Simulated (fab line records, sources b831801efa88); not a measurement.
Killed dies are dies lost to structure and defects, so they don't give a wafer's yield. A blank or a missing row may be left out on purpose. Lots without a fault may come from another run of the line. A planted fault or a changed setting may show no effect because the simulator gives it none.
Chamber matching | flow sky130 | SKY_VIA2_CMP_02 on cmp-02: 4 sister chambers
The step polishes SiO2. 20 wafers are shown with their chamber, then 10 later ones without.

WAFERS WITH THEIR CHAMBER
wafer  | chamber | motor_current_A (A) | platen_rpm (rpm)
L114.2 | 1       | 10.8                | 59.98
L114.3 | 3       | 14.7                | 60.01
L114.6 | 2       | 9.7                 | 59.98
L118.1 | 2       | 9.7                 | 59.97
L118.2 | 0       | 11.5                | 60.01
L118.3 | 1       | 11.1                | 59.97
L120.1 | 0       | 11.7                | 60.03
L120.3 | 2       | 10.2                | 60.08
L120.6 | 1       | 10.6                | 60.01
L121.3 | 1       | 10.9                | 60.01
L121.4 | 2       | 10.2                | 60.00
L121.5 | 0       | 11.8                | 59.93
L123.1 | 0       | 11.4                | 59.96
L123.2 | 1       | 11.0                | 60.03
L123.3 | 2       | 11.0                | 60.00
L124.4 | 0       | 11.4                | 59.98
L124.5 | 1       | 10.9                | 59.97
L124.6 | 0       | 11.8                | 60.02
L125.3 | 2       | 10.0                | 59.96
L125.4 | 3       | 13.5                | 59.99

SIGNATURES (means of the wafers above)
reading         | chamber 0 | chamber 1 | chamber 2 | chamber 3 | scatter within a chamber
motor_current_A | 11.600    | 10.883    | 10.133    | 14.100    | 0.371
platen_rpm      | 59.9883   | 59.9950   | 59.9983   | 60.0000   | 0.0355
Rule: a wafer's distance from a chamber is the root of the sum, over the readings, of the square of ((its reading less the chamber's mean) divided by the reading's scatter). The wafer belongs to the nearest chamber; if the next one is less than 2 further off, it can't be placed. The scatter: the root of (the sum of the squares of (reading less its chamber's mean) over the shown wafers, divided by (wafers less chambers)).

WAFERS WITHOUT THEIR CHAMBER
wafer  | motor_current_A (A) | platen_rpm (rpm)
L125.6 | 10.2                | 59.97
L126.3 | 12.5                | 59.96
L126.5 | 10.8                | 60.05
L126.6 | 11.2                | 60.02
L127.3 | 11.2                | 59.98
L127.5 | 10.2                | 60.04
L127.6 | 11.2                | 60.06
L134.4 | 14.4                | 59.97
L134.5 | 12.2                | 59.94
L134.6 | 11.7                | 60.04

WHICH CHAMBER EACH WENT THROUGH
wafer  | from the rows above          | in truth
L125.6 | can't be placed: 2 or 1      | 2
L126.3 | can't be placed: 0 or 3 or 1 | 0
L126.5 | can't be placed: 1 or 2 or 0 | 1
L126.6 | can't be placed: 1 or 0 or 2 | 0
L127.3 | can't be placed: 1 or 0 or 2 | 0
L127.5 | can't be placed: 2 or 1      | 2
L127.6 | can't be placed: 1 or 0 or 2 | 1
L134.4 | 3                            | 3
L134.5 | can't be placed: 0 or 1      | 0
L134.6 | can't be placed: 0 or 1      | 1
Placed correctly: 1 of 10. Can't be placed from these rows: 9 (the true chamber is among the candidates in 9). Placed wrongly: 0.
